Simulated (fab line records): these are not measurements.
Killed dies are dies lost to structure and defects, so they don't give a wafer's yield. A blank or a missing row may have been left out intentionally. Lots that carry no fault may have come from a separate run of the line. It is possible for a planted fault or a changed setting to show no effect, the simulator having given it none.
Which tool is to blame? || flow sky130 || 13 lots, 39 wafers sampled, at 3 steps of a route of 708

WHAT THE GAUGES SHOWED, per wafer
SKY_METAL2_CD_MEAS_15 targets a cd of 140 nm. Usual: cdNm at 140.0 nm, with a standard deviation of 1.2.
{"lot": "L668", "measured": "day 35 07:26", "on": "cdSem-02", "cdNm (nm)": "139.9 141.0 142.5", "flag": ""}
{"lot": "L667", "measured": "day 35 10:09", "on": "cdSem-02", "cdNm (nm)": "137.9 138.8 138.8", "flag": ""}
{"lot": "L669", "measured": "day 35 21:13", "on": "cdSem-02", "cdNm (nm)": "138.4 140.1 139.0", "flag": ""}
{"lot": "L671", "measured": "day 37 08:37", "on": "cdSem-01", "cdNm (nm)": "140.7 141.4 140.9", "flag": ""}
{"lot": "L672", "measured": "day 37 10:29", "on": "cdSem-01", "cdNm (nm)": "141.5 141.0 140.3", "flag": ""}
{"lot": "L677", "measured": "day 38 10:10", "on": "cdSem-01", "cdNm (nm)": "141.1 141.2 140.2", "flag": ""}
{"lot": "L681", "measured": "day 39 16:17", "on": "cdSem-01", "cdNm (nm)": "138.7 140.3 139.3", "flag": ""}
{"lot": "L682", "measured": "day 39 20:28", "on": "cdSem-01", "cdNm (nm)": "141.0 140.7 141.5", "flag": ""}
{"lot": "L687", "measured": "day 41 08:40", "on": "cdSem-01", "cdNm (nm)": "137.6 138.4 139.4", "flag": ""}
{"lot": "L686", "measured": "day 41 10:13", "on": "cdSem-01", "cdNm (nm)": "139.9 139.8 139.4", "flag": ""}
{"lot": "L688", "measured": "day 41 12:49", "on": "cdSem-02", "cdNm (nm)": "138.1 140.8 140.2", "flag": ""}
{"lot": "L689", "measured": "day 41 18:10", "on": "cdSem-02", "cdNm (nm)": "141.0 140.5 140.8", "flag": ""}
{"lot": "L690", "measured": "day 42 01:00", "on": "cdSem-02", "cdNm (nm)": "141.1 140.3 140.4", "flag": ""}

EACH LOT AND THE TOOL THAT RAN IT (in order: tool; ch and the chambers of the sampled wafers; start)
{"lot": "L668", "SKY_LOCAL_INTERCONNECT_SPUTTER_00": "pvdSputter-02, day 29 09:49", "SKY_CONTACT_CMP_27": "cmp-01 ch 0,2, day 31 20:19"}
{"lot": "L667", "SKY_LOCAL_INTERCONNECT_SPUTTER_00": "pvdSputter-01, day 29 10:46", "SKY_CONTACT_CMP_27": "cmp-01 ch 0,2,3, day 31 21:49"}
{"lot": "L669", "SKY_LOCAL_INTERCONNECT_SPUTTER_00": "pvdSputter-01, day 29 23:48", "SKY_CONTACT_CMP_27": "cmp-01 ch 0,1,3, day 32 10:37"}
{"lot": "L671", "SKY_LOCAL_INTERCONNECT_SPUTTER_00": "pvdSputter-04, day 31 12:46", "SKY_CONTACT_CMP_27": "cmp-02 ch 1,3, day 33 21:58"}
{"lot": "L672", "SKY_LOCAL_INTERCONNECT_SPUTTER_00": "pvdSputter-02, day 31 13:06", "SKY_CONTACT_CMP_27": "cmp-01 ch 1,2,3, day 33 23:49"}
{"lot": "L677", "SKY_LOCAL_INTERCONNECT_SPUTTER_00": "pvdSputter-01, day 32 17:41", "SKY_CONTACT_CMP_27": "cmp-01 ch 0,2, day 35 00:54"}
{"lot": "L681", "SKY_LOCAL_INTERCONNECT_SPUTTER_00": "pvdSputter-04, day 33 23:29", "SKY_CONTACT_CMP_27": "cmp-02 ch 0,1, day 36 07:29"}
{"lot": "L682", "SKY_LOCAL_INTERCONNECT_SPUTTER_00": "pvdSputter-04, day 34 05:49", "SKY_CONTACT_CMP_27": "cmp-02 ch 0,3, day 36 13:09"}
{"lot": "L687", "SKY_LOCAL_INTERCONNECT_SPUTTER_00": "pvdSputter-01, day 35 20:55", "SKY_CONTACT_CMP_27": "cmp-02 ch 0,1, day 38 03:01"}
{"lot": "L686", "SKY_LOCAL_INTERCONNECT_SPUTTER_00": "pvdSputter-02, day 35 22:25", "SKY_CONTACT_CMP_27": "cmp-01 ch 0,1,2, day 38 04:23"}
{"lot": "L688", "SKY_LOCAL_INTERCONNECT_SPUTTER_00": "pvdSputter-02, day 36 00:28", "SKY_CONTACT_CMP_27": "cmp-01 ch 0,1,3, day 38 07:37"}
{"lot": "L689", "SKY_LOCAL_INTERCONNECT_SPUTTER_00": "pvdSputter-02, day 36 06:23", "SKY_CONTACT_CMP_27": "cmp-01 ch 0,1,3, day 38 12:38"}
{"lot": "L690", "SKY_LOCAL_INTERCONNECT_SPUTTER_00": "pvdSputter-02, day 36 13:50", "SKY_CONTACT_CMP_27": "cmp-01 ch 0,1,3, day 38 20:03"}
- SKY_LOCAL_INTERCONNECT_SPUTTER_00: material TiN, target thk 100 nm, time 83.3 s.
- SKY_CONTACT_CMP_27: polishes, stops on SiO2, t overpolish 15 s, target thk 0 nm.

AS READ BY THE TOOLS THEMSELVES (means over the sampled wafers that have a number; for cases with no such wafer, the mark the record gives instead)
SKY_LOCAL_INTERCONNECT_SPUTTER_00. Usual: throttleValvePct at 30.0 %, with a standard deviation of 1.2.
{"lot": "L668", "tool": "pvdSputter-02", "throttleValvePct (%)": 30.7, "flag": ""}
{"lot": "L667", "tool": "pvdSputter-01", "throttleValvePct (%)": 30.2, "flag": ""}
{"lot": "L669", "tool": "pvdSputter-01", "throttleValvePct (%)": 29.3, "flag": ""}
{"lot": "L671", "tool": "pvdSputter-04", "throttleValvePct (%)": 29.5, "flag": ""}
{"lot": "L672", "tool": "pvdSputter-02", "throttleValvePct (%)": 30.0, "flag": ""}
{"lot": "L677", "tool": "pvdSputter-01", "throttleValvePct (%)": 28.8, "flag": ""}
{"lot": "L681", "tool": "pvdSputter-04", "throttleValvePct (%)": 29.4, "flag": ""}
{"lot": "L682", "tool": "pvdSputter-04", "throttleValvePct (%)": 29.9, "flag": ""}
{"lot": "L687", "tool": "pvdSputter-01", "throttleValvePct (%)": 29.3, "flag": ""}
{"lot": "L686", "tool": "pvdSputter-02", "throttleValvePct (%)": 31.5, "flag": ""}
{"lot": "L688", "tool": "pvdSputter-02", "throttleValvePct (%)": 31.7, "flag": ""}
{"lot": "L689", "tool": "pvdSputter-02", "throttleValvePct (%)": 30.8, "flag": ""}
{"lot": "L690", "tool": "pvdSputter-02", "throttleValvePct (%)": 30.4, "flag": ""}

SKY_CONTACT_CMP_27. Usual: motorCurrentA 10.8 A, standard deviation 0.8; overpolishRunS 15.000 s, standard deviation 0.0097; timeToEndpointS 81.6 s, standard deviation 2.3.
{"lot": "L668", "tool": "cmp-01", "motorCurrentA (A)": 10.9, "overpolishRunS (s)": 14.995, "timeToEndpointS (s)": 79.4, "flag": ""}
{"lot": "L667", "tool": "cmp-01", "motorCurrentA (A)": 11.0, "overpolishRunS (s)": 14.988, "timeToEndpointS (s)": 81.8, "flag": ""}
{"lot": "L669", "tool": "cmp-01", "motorCurrentA (A)": 11.0, "overpolishRunS (s)": 14.999, "timeToEndpointS (s)": 84.0, "flag": ""}
{"lot": "L671", "tool": "cmp-02", "motorCurrentA (A)": 12.0, "overpolishRunS (s)": 15.002, "timeToEndpointS (s)": 82.0, "flag": ""}
{"lot": "L672", "tool": "cmp-01", "motorCurrentA (A)": 10.3, "overpolishRunS (s)": 13.934, "timeToEndpointS (s)": 83.3, "flag": "OFF"}
{"lot": "L677", "tool": "cmp-01", "motorCurrentA (A)": 10.6, "overpolishRunS (s)": 12.859, "timeToEndpointS (s)": 79.7, "flag": "OFF"}
{"lot": "L681", "tool": "cmp-02", "motorCurrentA (A)": 11.0, "overpolishRunS (s)": 14.999, "timeToEndpointS (s)": 82.3, "flag": ""}
{"lot": "L682", "tool": "cmp-02", "motorCurrentA (A)": 10.9, "overpolishRunS (s)": 15.001, "timeToEndpointS (s)": 84.4, "flag": ""}
{"lot": "L687", "tool": "cmp-02", "motorCurrentA (A)": 11.3, "overpolishRunS (s)": 15.009, "timeToEndpointS (s)": 80.9, "flag": ""}
{"lot": "L686", "tool": "cmp-01", "motorCurrentA (A)": 10.5, "overpolishRunS (s)": 14.994, "timeToEndpointS (s)": 81.7, "flag": ""}
{"lot": "L688", "tool": "cmp-01", "motorCurrentA (A)": 10.7, "overpolishRunS (s)": 15.002, "timeToEndpointS (s)": 79.7, "flag": ""}
{"lot": "L689", "tool": "cmp-01", "motorCurrentA (A)": 11.0, "overpolishRunS (s)": 14.998, "timeToEndpointS (s)": 82.0, "flag": ""}
{"lot": "L690", "tool": "cmp-01", "motorCurrentA (A)": 10.9, "overpolishRunS (s)": 15.002, "timeToEndpointS (s)": 80.4, "flag": ""}

THE ANSWER, worked out from the rows above alone
Rule: take the mean of a lot's wafers that have a number; if it is more than 3 standard deviations from the usual mean, the lot is off. Also off: a lot with no number at a reading for which 4 or more lots have one. The other lots that the step has rows for count as sound. After the gauges, taken in route order, come the tools' own readings; for these a lot's mean is taken, as printed above. At the first step where some lot is off, the reading lying furthest off is the one used; lots without a number count as furthest.
Off: L672, L677 (SKY_CONTACT_CMP_27, overpolishRunS).
A tool fits if, at that step or a process step before it, it ran every lot that is off, and no sound lot after the first of them. Of those tried, none fits.

WHAT THE SIMULATOR PUT IN
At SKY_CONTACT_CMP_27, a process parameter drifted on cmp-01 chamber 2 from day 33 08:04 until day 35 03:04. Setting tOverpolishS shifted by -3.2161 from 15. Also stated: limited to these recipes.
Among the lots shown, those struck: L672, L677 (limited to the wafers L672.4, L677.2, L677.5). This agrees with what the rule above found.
